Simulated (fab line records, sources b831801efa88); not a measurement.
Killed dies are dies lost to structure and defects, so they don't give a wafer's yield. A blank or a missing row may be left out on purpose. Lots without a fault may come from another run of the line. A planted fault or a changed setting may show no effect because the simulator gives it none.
One fault seen from 2 desks | flow sky130 | each desk has only its own numbers; what lay behind them comes last

THE TOOL OWNER'S DESK: lpcvd-02
The tool's own readings at SKY_SPACER_CVD_00 (deposits Si3N4 from DCS/NH3, target thk 43.1 nm, time 740 s): means of the sampled wafers that have a number, for each lot that ran on this tool. A lot is out of limits, marked OUT, if its mean lies more than 4 standard deviations from the usual mean; the brackets give that distance.
Columns: A = spike_tc_centre_C at SKY_SPACER_CVD_00, usual 771.0 C; B = zone_power_upper_pct at SKY_SPACER_CVD_00, usual 13.9 %
lot  | first seen here | A     | B
L471 | day 22 18:32    | 771.5 | 12.3
L472 | day 23 03:37    | 771.1 | 12.2
L477 | day 24 22:18    | 770.0 | 16.0
L479 | day 25 22:08    | 770.5 | 12.1
L487 | day 28 20:32    | 771.2 | 16.1
L489 | day 29 12:53    | 770.7 | 16.0
L488 | day 29 17:12    | 770.8 | 12.2
L490 | day 30 01:33    | 770.3 | 16.1
L491 | day 30 03:49    | 772.3 | 12.2
L492 | day 30 10:58    | 770.8 | 16.0
L493 | day 30 16:38    | 771.4 | 12.3
L494 | day 30 19:21    | 771.2 | 12.2
This desk's finding: nothing out of limits on any of the 12 lots.

THE METROLOGY DESK
What the gauges read, lot by lot, whatever tool the lot ran on: means of the sampled wafers that have a number. A lot is out of limits, marked OUT, if its mean lies more than 4 standard deviations from the usual mean; the brackets give that distance.
Columns: A = POLY_GATE_OXIDATION_THK at SKY_POLY_GATE_THK_MEAS_21, usual 3.99 nm; B = cd_nm at SKY_POLY_GATE_CD_MEAS_22, usual 149.7 nm; C = LDD_HVN_TW at SKY_LDD_HVN_TW_MEAS_10, usual 1424; D = SPACER_CVD_00_THK at SKY_SPACER_THK_MEAS_01, usual 42.7 nm
lot  | first seen here | A    | B     | C    | D
L471 | day 16 10:31    | 4.20 | 149.0 | 1426 | 42.7
L472 | day 16 18:22    | 3.91 | 150.1 | 1444 | 42.9
L477 | day 18 11:26    | 3.86 | 149.5 | 1419 | 42.9
L479 | day 19 12:26    | 3.96 | 147.1 | 1420 | 25.7 (-50) OUT
L487 | day 22 14:46    | 4.06 | 148.3 | 1408 | 43.1
L489 | day 23 11:10    | 4.16 | 149.6 | 1429 | 42.1
L488 | day 23 13:44    | 4.01 | 147.6 | 1421 | 43.2
L490 | day 23 22:50    | 3.89 | 151.5 | 1423 | 43.0
L491 | day 24 00:01    | 3.96 | 147.5 | 1424 | 42.7
L492 | day 24 09:26    | 4.08 | 151.4 | 1419 | 43.1
L493 | day 24 14:20    | 4.00 | 149.9 | 1423 | 42.9
L494 | day 24 17:13    | 4.08 | 149.1 | 1425 | 42.6
This desk's finding: out of limits on L479; first on L479, day 25 23:20 (SPACER_CVD_00_THK at SKY_SPACER_THK_MEAS_01). In limits: L471, L472, L477, L487, L489, L488, L490, L491, L492, L493, L494.

PUT TOGETHER
The metrology desk could have raised an alarm at day 25 23:20, on L479.
The tool owner's desk saw nothing out of limits.
The tool owner's desk has L479 on record, within its limits.
Of the lots named, all ran SKY_SPACER_CVD_00 on lpcvd-02.

WHAT THE SIMULATOR HAD PUT IN
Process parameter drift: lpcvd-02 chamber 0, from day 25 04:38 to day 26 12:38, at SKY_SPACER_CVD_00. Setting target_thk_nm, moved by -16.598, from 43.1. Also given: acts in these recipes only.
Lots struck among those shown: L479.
Hours from the fault's start to each desk's first reading out of limits: the metrology desk, 19.
